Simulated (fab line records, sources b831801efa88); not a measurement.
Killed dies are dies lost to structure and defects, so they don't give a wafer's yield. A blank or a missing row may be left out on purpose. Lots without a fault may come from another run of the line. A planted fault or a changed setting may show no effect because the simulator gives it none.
fab line records | flow sky130
record lots=6 wafers=18 last_day=50
route steps=708 shown LI_CONTACT@370 PAD_OPEN@708
lots that met no fault: from a run of the same line without faults
start_h: hours from the record's first day to the start of the lot's first wafer shown | wait_h: hours since the lot's step before | " the same as in the row above | L1.1+2: a row that stands for several wafers | - no value, or no start given | * or withheld: withheld | < > ~ a bound
route shown NAME@n: a module of which the file shows steps, and the number in the route of the first | usual: mean/standard deviation of fault-free wafers | same: alike in all rows | chamber/n: place in a boat | sites: the reading at each site | _std_site: their standard deviation | _edge_site: outer sites' mean less inner sites' | radius_mm: how far each site lies from the wafer's centre | mask NAME#n: copy n | behind: the tool/chamber that last shaped the wafer | hold: why the lot was held/for how many hours/how that ended | device: the transistor (n, p or np) that didn't switch | end of line: the same wafers' tests at the end of the route | a step without rows: its recipe alone | killed: dies lost to structure and defects at the first sort, not the wafer's yield | map: a wafer's dies, x killed, . not, _ none there
set.NAME: the setting as run; set.NAME@STEP: as run at that earlier step | model.NAME: the simulator's own value behind a step, which no gauge read
lots at some steps of the route; a table a step, a row a wafer
services: from which hour (start_h, from the record's first day; less than 0 if before it) a tool's chamber was out of use, for how many hours, and why
## steps
# step SKY_LI_CONTACT_SOFTBAKE_08
# recipe temp_c=100 time_s=90 resist=KrF-thick
# step SKY_LI_CONTACT_EXPOSE_09
# recipe mask_id=LICM1 na=0.8 source_shape=annular sigma_inner=0.55 sigma_outer=0.85 target_cd_nm=170 dose_mj=38
# step SKY_LI_CONTACT_PEB_10
# recipe peb_temp_c=withheld peb_time_s=withheld resist=KrF-thick
# step SKY_LI_CONTACT_DEVELOP_11
# recipe develop_time_s=60 resist=KrF-thick dev_temp_c=21
# step SKY_LI_CONTACT_CD_MEAS_12
# recipe target_cd_nm=170
# usual cd_nm=170.3/1.5
# columns lot.wafer tool chamber start_h wait_h cd_nm
L768.1 cd_sem-01 - 707.53 - 172.1
L768.2 " - " " 170.2
L768.5 " - " " 170.8
L772.1 cd_sem-02 - 750.98 - 170.7
L772.3 " - " " 169.2
L772.4 " - " " 171.7
L775.1 cd_sem-01 - 760.39 - 167.4
L775.2 " - " " 168.6
L775.6 " - " " 170.3
L774.1 cd_sem-02 - 765.47 - 172.1
L774.2 " - " " 171.7
L774.4 " - " " 172.2
L778.3 cd_sem-02 - 794.17 - 172.2
L778.4 " - " " 170.2
L778.5 " - " " 171.1
L787.4 cd_sem-02 - 856.19 - 172.0
L787.5 " - " " 171.1
L787.6 " - " " 173.7
# step SKY_LI_CONTACT_OVL_MEAS_13
# usual LI_CONTACT_OVL=1/4.6
# columns lot.wafer tool chamber start_h wait_h LI_CONTACT_OVL[nm]
L768.1 overlay-02 - 707.65 0.1 -6
L768.2 " - " " 1
L768.5 " - " " 5
L772.1 overlay-02 - 751.10 0.1 5
L772.3 " - " " 4
L772.4 " - " " 4
L775.1 overlay-01 - 760.51 0.1 5
L775.2 " - " " -1
L775.6 " - " " 3
L774.1 overlay-01 - 765.59 0.1 -5
L774.2 " - " " 2
L774.4 " - " " -4
L778.3 overlay-01 - 794.26 0.1 2
L778.4 " - " " -5
L778.5 " - " " -1
L787.4 overlay-01 - 856.27 0.1 9
L787.5 " - " " 0
L787.6 " - " " 3
# step SKY_LI_CONTACT_ETCH_14
# recipe chemistry=N2/H2 target=BARC ion_energy_ev=200 source_w=500 bias_w=100 pressure_mtorr=30 n2_flow_sccm=100 h2_flow_sccm=200 stop_on=SiO2 time_s=45.9 target_depth_a=600
# usual drypump_motor_current_A=5.6/0.41 h2_flow_sccm=200.1/0.57 oes_product_au=0.855/0.0051 throttle_valve_pct=13.224/0.0098
# columns lot.wafer tool chamber start_h wait_h drypump_motor_current_A h2_flow_sccm oes_product_au rf_hours_counter_h throttle_valve_pct
L768.1 rie_diel-01 3 707.69 0.0 4.9 200.2 0.842 7 13.220
L768.2 " 2 " " 5.8 199.9 0.865 10 13.230
L768.5 " 3 " " 5.0 199.7 0.850 - 13.226
L772.1 rie_diel-01 1 751.14 0.0 5.7 200.2 0.854 3 13.223
L772.3 " 2 " " 5.8 200.2 0.853 11 13.208
L772.4 " 0 " " 6.1 200.5 0.860 5 13.232
L775.1 rie_diel-02 2 760.54 0.0 6.0 200.6 0.858 26 13.217
L775.2 " 1 " " 5.5 200.2 0.852 4 13.229
L775.6 " 2 " " 6.0 200.0 0.854 - 13.229
L774.1 rie_diel-02 3 765.63 0.0 5.2 200.7 0.858 15 13.233
L774.2 " 1 " " 5.5 200.3 0.853 4 13.242
L774.4 " 2 " " 6.1 199.3 0.856 - 13.235
L778.3 rie_diel-04 0 794.28 0.0 5.3 200.5 0.859 6 13.223
L778.4 " 2 " " 5.2 199.4 0.856 5 13.222
L778.5 " 0 " " 5.3 200.4 0.862 - 13.229
L787.4 rie_diel-01 0 856.29 0.0 6.1 200.7 0.861 8 13.242
L787.5 " 3 " " 4.9 200.0 0.857 - 13.219
L787.6 " 2 " " 5.8 201.4 0.852 - 13.223
# step SKY_LI_CONTACT_ETCH_15
# recipe target=PSG chemistry=C4F8/O2/Ar stop_on=Si taper_deg=4.15 mask_material=KrF-thick source_w=1500 bias_w=1200 pressure_mtorr=40 c4f8_flow_sccm=withheld O2_flow_sccm=6 Ar_flow_sccm=300 time_s=withheld target_depth_a=6000
# usual oes_product_au=0.843/0.0044
# columns lot.wafer tool chamber start_h wait_h oes_product_au
L768.1 rie_diel-01 3 707.73 0.0 0.851
L768.2 " 2 " " 0.843
L768.5 " 3 " " 0.841
L772.1 rie_diel-01 1 751.18 0.0 0.849
L772.3 " 2 " " 0.848
L772.4 " 0 " " 0.846
L775.1 rie_diel-02 2 760.59 0.0 0.838
L775.2 " 1 " " 0.841
L775.6 " 2 " " 0.838
L774.1 rie_diel-02 3 765.67 0.0 0.840
L774.2 " 1 " " 0.846
L774.4 " 2 " " 0.850
L778.3 rie_diel-04 0 794.32 0.0 0.837
L778.4 " 2 " " 0.846
L778.5 " 0 " " 0.845
L787.4 rie_diel-01 0 856.33 0.0 0.839
L787.5 " 3 " " 0.836
L787.6 " 2 " " 0.846
# step SKY_LI_CONTACT_STRIP_16
# recipe chemistry=O2/N2 power_w=1400 pressure_mtorr=1500 platen_temp_c=withheld o2_flow_sccm=3000 n2_flow_sccm=300 overash_fraction=0.5
# usual drypump_motor_current_A=5.9/0.5 oes_product_au=0.376/0.0048 strip_time_to_endpoint_s=3.51/0.042
# columns lot.wafer tool chamber start_h wait_h drypump_motor_current_A oes_product_au rf_hours_counter_h strip_time_to_endpoint_s
L768.1 plasma_asher-03 0 707.81 - 5.2 0.379 88 3.48
L768.2 " 1 " " 6.3 0.384 88 3.54
L768.5 " 0 " " 5.2 0.371 - 3.50
L772.1 plasma_asher-01 0 751.26 - 5.5 0.371 65 3.46
L772.3 " 1 " " 6.1 0.376 - 3.48
L772.4 " 0 " " 5.5 0.376 - 3.48
L775.1 plasma_asher-03 1 760.67 - 6.3 0.369 94 3.50
L775.2 " 0 " " 5.2 0.376 94 3.40
L775.6 " 1 " " 6.3 0.367 - 3.51
L774.1 plasma_asher-03 0 765.76 - 5.2 0.371 94 3.51
L774.2 " 1 " " 6.3 0.378 94 3.40
L774.4 " 1 " " 6.3 0.371 - 3.46
L778.3 plasma_asher-01 0 794.44 - 5.5 0.377 - 3.54
L778.4 " 1 " " 6.1 0.368 - 3.48
L778.5 " 0 " " 5.5 0.372 - 3.54
L787.4 plasma_asher-03 1 856.45 - 6.3 0.379 - 3.48
L787.5 " 0 " " 5.2 0.377 - 3.52
L787.6 " 1 " " 6.3 0.372 - 3.58
# step SKY_LI_CONTACT_CLEAN_17
# recipe chemistry=NMP time_s=600 temp_c=60 dry=n2_spin
# step SKY_LI_CONTACT_PRE_CLEAN_18
# recipe gas=Ar time_s=5.6 bias_v=358
# step SKY_LI_CONTACT_SPUTTER_19
# recipe material=Ti target_thk_nm=20 chamber_pressure_pa=5 power_w=2500 substrate_temp_c=200 time_s=101.8
# usual throttle_valve_pct=30.3/0.67
# columns lot.wafer tool chamber start_h wait_h throttle_valve_pct
L768.1 pvd_sputter-02 - 708.12 0.0 30.0
L768.2 " - " " 30.7
L768.5 " - " " 29.2
L772.1 pvd_sputter-02 - 751.56 0.0 31.0
L772.3 " - " " 29.8
L772.4 " - " " 30.3
L775.1 pvd_sputter-02 - 760.97 0.0 31.0
L775.2 " - " " 29.9
L775.6 " - " " 30.9
L774.1 pvd_sputter-03 - 766.05 0.0 30.8
L774.2 " - " " 30.0
L774.4 " - " " 30.7
L778.3 pvd_sputter-03 - 794.72 0.0 30.7
L778.4 " - " " 29.9
L778.5 " - " " 30.1
L787.4 pvd_sputter-01 - 856.71 0.0 30.2
L787.5 " - " " 30.0
L787.6 " - " " 30.0
# step SKY_LI_CONTACT_SPUTTER_20
# recipe material=TiN target_thk_nm=20 chamber_pressure_pa=5 power_w=4000 time_s=80
# usual throttle_valve_pct=30.3/0.68
# columns lot.wafer tool chamber start_h wait_h throttle_valve_pct model.TiN_of_LI_CONTACT_SPUTTER_20.thk_nm
L768.1 pvd_sputter-02 - 708.20 0.0 29.9 19.73
L768.2 " - " " 30.9 20.36
L768.5 " - " " 29.3 20.07
L772.1 pvd_sputter-02 - 751.63 0.0 31.1 20.13
L772.3 " - " " 29.7 31.58
L772.4 " - " " 30.5 19.91
L775.1 pvd_sputter-02 - 761.04 0.0 31.1 20.28
L775.2 " - " " 29.6 31.89
L775.6 " - " " 31.0 20.32
L774.1 pvd_sputter-03 - 766.13 0.0 30.9 19.92
L774.2 " - " " 29.9 20.06
L774.4 " - " " 31.1 19.95
L778.3 pvd_sputter-03 - 794.80 0.0 30.7 20.36
L778.4 " - " " 30.1 20.34
L778.5 " - " " 30.2 20.16
L787.4 pvd_sputter-01 - 856.78 0.0 30.4 19.9
L787.5 " - " " 30.3 19.98
L787.6 " - " " 30.1 19.72
# step SKY_LI_CONTACT_CVD_21
# recipe material=W target_thk_nm=400 time_s=120.56 temp_c=400 pressure_torr=40
# usual heater_power_w=886/67
# columns lot.wafer tool chamber start_h wait_h heater_power_w
L768.1 cvd_w-01 0 708.26 0.0 748
L768.2 " 1 " " 898
L768.5 " 0 " " 762
L772.1 cvd_w-02 0 751.69 0.0 933
L772.3 " 0 " " 922
L772.4 " 1 " " 908
L775.1 cvd_w-01 1 761.10 0.0 932
L775.2 " 0 " " 744
L775.6 " 1 " " 935
L774.1 cvd_w-02 0 766.19 0.0 944
L774.2 " 1 " " 906
L774.4 " 0 " " 938
L778.3 cvd_w-02 1 794.90 0.1 907
L778.4 " 0 " " 932
L778.5 " 1 " " 911
L787.4 cvd_w-01 1 856.89 0.1 915
L787.5 " 0 " " 754
L787.6 " 1 " " 929
# step SKY_PAD_OPEN_PROBE_99
# usual killed_at_M0_to_M3=43/7.7 killed_at_M4_up=2.9/1.7 killed_at_contacts=24/5.5 killed_at_front_end=15/4 killed_at_other=0.4/0.66 killed_dies=86/9.4 killed_on_rim=17/3.5 killed_open=47/6.7 killed_short=38/6.2
# same gross_dies=492 killed_at_back_side=0
# columns lot.wafer tool chamber start_h wait_h killed_at_M0_to_M3 killed_at_M4_up killed_at_contacts killed_at_front_end killed_at_other killed_dies killed_on_rim killed_open killed_short model.etest.licon_ndiff.rc_ohm
L768.1 prober-02 - 1096.15 0.1 50 0 25 21 0 96 21 38 57 176.1
L768.2 prober-02 - 1096.20 0.1 47 2 27 15 0 91 19 46 44 181.6
L768.5 prober-02 - 1096.35 0.2 44 2 30 16 0 92 16 53 38 183.8
L772.1 prober-02 - 1131.25 0.1 35 5 27 12 0 79 17 42 37 183.5
L772.3 prober-02 - 1131.35 0.2 45 4 25 20 0 94 14 51 42 190.2
L772.4 prober-02 - 1131.40 0.2 45 2 26 11 0 84 15 52 32 180.2
L775.1 prober-02 - 1136.39 0.1 46 1 21 14 0 82 12 44 37 192.2
L775.2 prober-02 - 1136.44 0.1 48 1 24 10 0 83 19 46 37 189.4
L775.6 prober-02 - 1136.64 0.2 33 1 30 15 1 80 18 47 33 186.1
L774.1 prober-01 - 1138.65 0.1 35 4 19 18 0 76 20 45 31 183.2
L774.2 prober-01 - 1138.70 0.1 44 2 25 18 1 90 20 39 50 177.2
L774.4 prober-01 - 1138.80 0.2 35 1 22 9 0 67 14 33 34 173.3
L778.3 prober-02 - 1158.07 0.2 45 2 27 18 1 93 18 49 44 175.1
L778.4 prober-02 - 1158.12 0.2 26 2 18 15 0 61 11 40 21 183.4
L778.5 prober-02 - 1158.17 0.2 48 3 23 15 0 89 18 53 36 181.9
L787.4 prober-01 - 1200.41 0.2 47 4 26 11 2 90 19 47 43 183.8
L787.5 prober-01 - 1200.46 0.2 31 3 20 9 1 64 11 42 22 187.6
L787.6 prober-01 - 1200.51 0.2 51 4 20 13 2 90 13 51 39 178.5
# killed by level:class
L768.1 METAL1:geometric_particle:short=9 LI_CONTACT:geometric_particle:open=8 VIA2:geometric_particle:open=8 CONTACT:geometric_particle:short=7 VIA1:geometric_particle:open=7 METAL2:geometric_particle:short=7 FIELD_ISO:geometric_particle:short=6 POLY_GATE:geometric_particle:short=6
L768.2 LI_CONTACT:geometric_particle:open=12 METAL1:geometric_particle:short=9 VIA1:geometric_particle:open=8 FIELD_ISO:geometric_particle:short=6 CONTACT:geometric_particle:open=6 METAL2:geometric_particle:short=6 VIA1:geometric_particle:short=5 VIA2:geometric_particle:open=5
L768.5 LI_CONTACT:geometric_particle:open=10 VIA2:geometric_particle:open=10 CONTACT:geometric_particle:open=9 VIA1:geometric_particle:open=8 VIA3:geometric_particle:open=5 CONTACT:geometric_particle:short=5 METAL1:geometric_particle:short=5 POLY_GATE:geometric_particle:open=4
L772.1 CONTACT:geometric_particle:open=12 LI_CONTACT:geometric_particle:open=5 VIA2:geometric_particle:open=5 VIA3:geometric_particle:open=5 POLY_GATE:geometric_particle:short=4 LOCAL_INTERCONNECT:geometric_particle:short=4 METAL1:geometric_particle:short=4 VIA1:geometric_particle:open=4
L772.3 VIA1:geometric_particle:open=12 VIA2:geometric_particle:open=8 CONTACT:geometric_particle:open=6 LI_CONTACT:geometric_particle:open=5 FIELD_ISO:geometric_particle:open=5 LOCAL_INTERCONNECT:geometric_particle:short=5 LI_CONTACT:geometric_particle:short=5 VIA1:geometric_particle:short=5
L772.4 VIA1:geometric_particle:open=14 LI_CONTACT:geometric_particle:open=12 CONTACT:geometric_particle:open=8 METAL2:geometric_particle:short=6 VIA2:geometric_particle:open=5 VIA3:geometric_particle:short=5 FIELD_ISO:geometric_particle:short=4 VIA3:geometric_particle:open=4
L775.1 VIA2:geometric_particle:open=8 CONTACT:geometric_particle:open=7 VIA3:geometric_particle:open=7 METAL1:geometric_particle:short=6 VIA1:geometric_particle:open=6 VIA3:geometric_particle:short=5 FIELD_ISO:geometric_particle:short=4 LI_CONTACT:geometric_particle:open=4
L775.2 VIA3:geometric_particle:open=10 CONTACT:geometric_particle:open=9 VIA1:geometric_particle:open=8 VIA1:geometric_particle:short=6 VIA2:geometric_particle:open=6 CONTACT:geometric_particle:short=5 LI_CONTACT:geometric_particle:open=4 METAL1:geometric_particle:open=4
L775.6 CONTACT:geometric_particle:open=10 VIA1:geometric_particle:open=9 VIA3:geometric_particle:open=6 LI_CONTACT:geometric_particle:open=5 LI_CONTACT:geometric_particle:short=5 LOCAL_INTERCONNECT:geometric_particle:short=5 FIELD_ISO:geometric_particle:short=4 VIA2:geometric_particle:open=4
L774.1 VIA1:geometric_particle:open=8 VIA2:geometric_particle:open=7 LI_CONTACT:geometric_particle:open=6 VIA3:geometric_particle:open=6 FIELD_ISO:geometric_particle:open=5 LOCAL_INTERCONNECT:geometric_particle:short=5 CONTACT:geometric_particle:open=5 FIELD_ISO:geometric_particle:short=4
L774.2 METAL2:geometric_particle:short=10 CONTACT:geometric_particle:open=9 POLY_GATE:geometric_particle:short=8 VIA3:geometric_particle:open=8 VIA1:geometric_particle:open=7 LI_CONTACT:geometric_particle:open=5 CONTACT:geometric_particle:short=5 LOCAL_INTERCONNECT:geometric_particle:short=4
L774.4 CONTACT:geometric_particle:open=11 VIA1:geometric_particle:open=7 VIA1:geometric_particle:short=5 CONTACT:geometric_particle:short=5 VIA3:geometric_particle:short=5 VIA3:geometric_particle:open=5 VIA2:geometric_particle:short=4 FIELD_ISO:geometric_particle:short=3
L778.3 CONTACT:geometric_particle:open=10 VIA2:geometric_particle:open=8 VIA3:geometric_particle:open=7 VIA1:geometric_particle:open=7 METAL2:geometric_particle:short=7 POLY_GATE:geometric_particle:short=6 LI_CONTACT:geometric_particle:open=6 LOCAL_INTERCONNECT:geometric_particle:short=6
L778.4 CONTACT:geometric_particle:open=10 VIA3:geometric_particle:open=6 FIELD_ISO:geometric_particle:open=5 VIA2:geometric_particle:open=5 POLY_GATE:geometric_particle:short=5 VIA1:geometric_particle:open=5 LI_CONTACT:geometric_particle:open=4 VIA2:geometric_particle:short=3
L778.5 VIA3:geometric_particle:open=11 CONTACT:geometric_particle:open=9 METAL1:geometric_particle:short=8 LI_CONTACT:geometric_particle:open=8 VIA2:geometric_particle:open=8 VIA1:geometric_particle:open=7 VIA1:geometric_particle:short=4 SPACER:geometric_particle:short=4
L787.4 CONTACT:geometric_particle:open=11 VIA2:geometric_particle:open=8 METAL2:geometric_particle:short=7 VIA3:geometric_particle:open=7 LOCAL_INTERCONNECT:geometric_particle:short=5 VIA1:geometric_particle:open=5 LI_CONTACT:geometric_particle:open=4 CONTACT:geometric_particle:short=4
L787.5 VIA1:geometric_particle:open=13 LI_CONTACT:geometric_particle:open=7 CONTACT:geometric_particle:open=6 VIA2:geometric_particle:open=6 CONTACT:geometric_particle:short=4 FIELD_ISO:geometric_particle:open=3 POLY_GATE:geometric_particle:short=3 METAL1:geometric_particle:short=3
L787.6 VIA1:geometric_particle:open=10 VIA2:geometric_particle:open=9 METAL1:geometric_particle:short=9 CONTACT:geometric_particle:open=8 METAL2:geometric_particle:short=7 LI_CONTACT:geometric_particle:open=5 VIA3:geometric_particle:open=5 FIELD_ISO:geometric_particle:open=4
## services
# columns tool chamber start_h hours kind
rie_diel-02 0 687.69 10.5 repair
rie_diel-01 0 706.44 10.7 repair
cvd_w-02 - 710.87 3.7 repair
pvd_sputter-02 - 719.13 3.8 repair
cvd_w-01 0 726.83 2.3 repair
rie_diel-02 0 732.10 16.2 repair
pvd_sputter-02 0 747.85 - consumable_replace:kit
pvd_sputter-02 0 747.85 18.0 scheduled_down
pvd_sputter-02 0 747.85 18.0 vent_cycle
rie_diel-02 0 748.33 - clean
rie_diel-02 0 748.33 17.5 scheduled_down
rie_diel-04 2 755.38 4.5 repair
rie_diel-02 1 773.67 5.8 repair
cvd_w-02 0 775.10 5.6 repair
pvd_sputter-03 - 782.84 1.8 repair
rie_diel-04 - 794.53 0.4 repair
plasma_asher-03 - 806.16 5.3 repair
plasma_asher-01 - 806.53 1.7 repair
rie_diel-01 2 810.23 12.0 repair
cvd_w-02 - 813.52 1.0 repair
plasma_asher-01 - 829.82 1.7 repair
cvd_w-01 - 834.44 6.9 pm
rie_diel-01 1 845.47 3.0 repair
plasma_asher-01 - 853.71 1.0 repair
## key
first_sign none at tools or gauges
model_effect step=SKY_LI_CONTACT_SPUTTER_20 value=TiN_of_LI_CONTACT_SPUTTER_20.thk_nm without=19.63 struck=31.73
model_effect step=SKY_PAD_OPEN_PROBE_99 value=etest.licon_ndiff.rc_ohm without=181.4 struck=189.8
met_at SKY_LI_CONTACT_SPUTTER_20
struck_wafers L772.3,L775.2
tester_left_out L772,L775
onset_between 708.20 751.63
fault kind=process_parameter_drift tool=pvd_sputter-02 chamber=- onset_h=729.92 steps=SKY_LI_CONTACT_SPUTTER_20 channel=target_thk_nm offset=12.101 shape=step end_h=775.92 acts_in=these_recipes_only stated=20 scope=struck_wafers_only
# tester_left_out: of these lots the tester's yield and bins aren't shown, on N5 and GAA mostly nor the transistor test; their killed dies are dies lost to structure and defects alone, not to doping, threshold or leakage, so they don't give the yield
